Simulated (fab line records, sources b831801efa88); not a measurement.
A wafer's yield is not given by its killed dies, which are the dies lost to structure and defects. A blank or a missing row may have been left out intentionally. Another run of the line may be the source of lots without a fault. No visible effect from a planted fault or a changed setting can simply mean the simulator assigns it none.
The tool behind it: which one? | flow sfq line | 14 lots (42 wafers sampled), 1 step of a 325-step route

## WHAT THE GAUGES SHOWED, per wafer
No reading from a measuring or inspecting step in the record can be judged against a usual standard deviation.

## EACH LOT AND THE TOOL THAT RAN IT (in order: tool; ch and the chambers of the sampled wafers; start)
lot  | SFQ_TRILAYER_L0_LITHO_COAT_010
L243 | litho track-04 ch 0, day 1 12:50
L246 | litho track-03 ch 0, day 2 03:44
L248 | litho track-02 ch 0, day 2 13:47
L249 | litho track-04 ch 0, day 2 18:47
L250 | litho track-04 ch 0, day 2 23:50
L254 | litho track-03 ch 0, day 3 19:49
L255 | litho track-03 ch 0, day 4 00:44
L258 | litho track-02 ch 0, day 4 15:44
L260 | litho track-02 ch 0, day 5 01:44
L261 | litho track-03 ch 0, day 5 06:47
L262 | litho track-04 ch 0, day 5 11:47
L264 | litho track-02 ch 0, day 5 21:44
L265 | litho track-02 ch 0, day 6 02:44
L266 | litho track-03 ch 0, day 6 07:50
- SFQ_TRILAYER_L0_LITHO_COAT_010: resist thk 62 nm.

## WHAT THE TOOLS THEMSELVES READ (means of the sampled wafers that have a number; where no wafer has one, the mark that the record gives instead)
SFQ_TRILAYER_L0_LITHO_COAT_010.
lot  | tool           | resist line temp C (C) | spin speed rpm (rpm)
L243 | litho track-04 | 22.94                  | 3000.0
L246 | litho track-03 | 23.02                  | 3000.4
L248 | litho track-02 | 22.96                  | 2998.2
L249 | litho track-04 | 23.12                  | 2840.9
L250 | litho track-04 | 22.95                  | 2841.3
L254 | litho track-03 | 22.93                  | 3000.7
L255 | litho track-03 | 22.88                  | 2998.2
L258 | litho track-02 | 22.99                  | 2998.6
L260 | litho track-02 | 23.17                  | 2998.6
L261 | litho track-03 | 23.01                  | 3003.1
L262 | litho track-04 | 22.93                  | 3000.2
L264 | litho track-02 | 22.97                  | 3001.4
L265 | litho track-02 | 23.01                  | 2999.1
L266 | litho track-03 | 23.00                  | 2998.8

## THE ANSWER, worked out from the rows above alone
Rule: the usual values come from the lots themselves. Put in order of their means at a reading, lots are off if they are a third of the lots or fewer, leave a main group of 4 or more, and stand apart from it by a gap of 3 or more times the standard deviation of the main group's means; of several such gaps the widest counts. Not used: any main group whose means are identical at the precision the tables above print for the reading. A lot without any number at a reading at which 4 lots or more have one is off too. Where the step has rows for the other lots, those lots are counted as sound. After the gauges, taken in route order, come the tools' own readings; for these a lot's mean is taken, as printed above. The first step at which some lot is off is used, and at that step the reading that is off furthest; a lot without a number counts as furthest.
Off: L249, L250 (SFQ_TRILAYER_L0_LITHO_COAT_010, spin speed rpm). For the main group the mean is 2999.8 rpm and the standard deviation 1.4.
A tool fits if, at that step or a process step before it, it ran every lot that is off, and no sound lot after the first of them. None of those tried fits.

## WHAT WAS PUT IN BY THE SIMULATOR
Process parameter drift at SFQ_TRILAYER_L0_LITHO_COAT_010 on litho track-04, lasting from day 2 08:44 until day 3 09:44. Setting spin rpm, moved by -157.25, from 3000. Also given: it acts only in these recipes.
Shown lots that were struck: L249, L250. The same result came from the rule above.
